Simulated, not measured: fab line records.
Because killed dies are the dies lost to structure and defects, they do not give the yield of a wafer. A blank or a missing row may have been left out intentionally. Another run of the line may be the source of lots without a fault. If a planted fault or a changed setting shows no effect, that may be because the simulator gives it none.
The tool behind it: which one?    flow gf180mcu    14 lots, 42 wafers sampled, at 3 steps of a route of 602

## WHAT THE GAUGES SHOWED, per wafer
GF_VT_IMPLANT_TW_MEAS_10.
lot   measured      on             VT_IMPLANT_TW
L824  day 5 15:10   film metro-02  557 557 557
L825  day 5 20:58   film metro-04  563 565 566
L827  day 6 08:43   film metro-03  558 563 559
L829  day 6 22:20   film metro-02  561 564 565
L831  day 7 11:40   film metro-03  558 559 558
L833  day 7 23:25   film metro-04  573 571 573
L835  day 8 14:16   film metro-02  562 564 561
L836  day 8 17:58   film metro-02  564 563 564
L837  day 8 23:41   film metro-03  558 558 557
L839  day 9 15:04   film metro-03  557 561 556
L840  day 9 17:59   film metro-03  555 558 555
L841  day 10 01:13  film metro-03  553 554 558
L842  day 10 05:40  film metro-02  30 30 30 30 30 30
L843  day 10 13:25  film metro-03  30 30 30 30 30 30

GF_NSD_OVL_MEAS_08.
lot   measured      on          NSD_OVL (nm)
L824  day 13 03:19  overlay-02  -1.8 0.3 0.2
L825  day 13 07:18  overlay-02  -1.1 -0.2 1.3
L827  day 14 05:48  overlay-02  0.6 2.3 0.7
L829  day 15 01:06  overlay-01  0.2 0.7 -0.7
L831  day 15 22:21  overlay-02  0.2 0.6 -0.1
L833  day 16 20:06  overlay-02  -2.7 -1.5 -2.0
L835  day 17 18:26  overlay-01  -2.0 -1.9 -0.2
L836  day 17 19:56  overlay-02  0.9 -0.2 -0.2
L837  day 18 04:58  overlay-02  2.0 -2.8 -3.6
L839  day 19 02:45  overlay-01  -0.2 -0.2 -0.5
L840  day 19 03:47  overlay-02  -1.5 0.0 -1.1
L841  day 19 09:54  overlay-02  2.4 -1.1 1.3

## EACH LOT AND THE TOOL THAT RAN IT (in order: tool; ch and the chambers of the sampled wafers; start)
lot   GF_VT_IMPLANT_DEVELOP_06
L824  litho track-02 ch 0, day 5 14:43
L825  litho track-01 ch 0, day 5 20:33
L827  litho track-02 ch 0, day 6 08:16
L829  litho track-04 ch 0, day 6 21:55
L831  litho track-02 ch 0, day 7 11:13
L833  litho track-02 ch 0, day 7 23:00
L835  litho track-04 ch 0, day 8 13:50
L836  litho track-01 ch 0, day 8 17:31
L837  litho track-02 ch 0, day 8 23:18
L839  litho track-01 ch 0, day 9 14:39
L840  litho track-04 ch 0, day 9 17:34
L841  litho track-01 ch 0, day 10 00:48
L842  litho track-01 ch 0, day 10 05:15
L843  litho track-01 ch 0, day 10 12:58
- GF_VT_IMPLANT_DEVELOP_06: develop time 60 s.

## WHAT THE TOOLS THEMSELVES READ (means of the sampled wafers that have a number; where no wafer has one, the mark that the record gives instead)
GF_VT_IMPLANT_DEVELOP_06.
lot   tool            chill plate temp C (C)  resist line temp C (C)
L824  litho track-02  22.96                   22.99
L825  litho track-01  23.02                   22.92
L827  litho track-02  22.91                   22.92
L829  litho track-04  23.02                   23.00
L831  litho track-02  23.01                   23.03
L833  litho track-02  23.06                   22.89
L835  litho track-04  23.06                   23.12
L836  litho track-01  23.00                   23.06
L837  litho track-02  22.97                   23.05
L839  litho track-01  23.15                   23.01
L840  litho track-04  23.12                   23.00
L841  litho track-01  23.01                   23.28
L842  litho track-01  22.93                   23.08
L843  litho track-01  23.09                   23.04

## THE ANSWER, worked out from the rows above alone
Rule: usual is defined by the lots themselves. Put in order of their means at a reading, lots are off if they are a third of the lots or fewer, leave a main group of 4 or more, and stand apart from it by a gap of 3 or more times the standard deviation of the main group's means; of several such gaps the widest counts. A main group is skipped when, at the precision printed for the reading in the tables above, its means are all equal. Also off: a lot with no number at a reading for which 4 or more lots have one. Where the step has rows for the other lots, those lots are counted as sound. The gauges are gone through in route order, then the tools' own readings, and for those a lot's mean is taken as printed above. The first step at which some lot is off is used, and at that step the reading that is off furthest; a lot without a number counts as furthest.
Off: L842, L843, at GF_VT_IMPLANT_TW_MEAS_10 (VT_IMPLANT_TW). Mean 561 and standard deviation 4.7 in the main group.
A tool fits if, at a process step before that reading, it ran every lot that is off, and no sound lot after the first of them. Gauges at GF_VT_IMPLANT_TW_MEAS_10: tried the same way as those tools. One candidate fits, namely litho track-01 at GF_VT_IMPLANT_DEVELOP_06. Its last sound lot is L841 (day 10 00:48), its first lot that is off L842 (day 10 05:15): a fault that began between those two fits.

## WHAT THE SIMULATOR HAD PUT IN
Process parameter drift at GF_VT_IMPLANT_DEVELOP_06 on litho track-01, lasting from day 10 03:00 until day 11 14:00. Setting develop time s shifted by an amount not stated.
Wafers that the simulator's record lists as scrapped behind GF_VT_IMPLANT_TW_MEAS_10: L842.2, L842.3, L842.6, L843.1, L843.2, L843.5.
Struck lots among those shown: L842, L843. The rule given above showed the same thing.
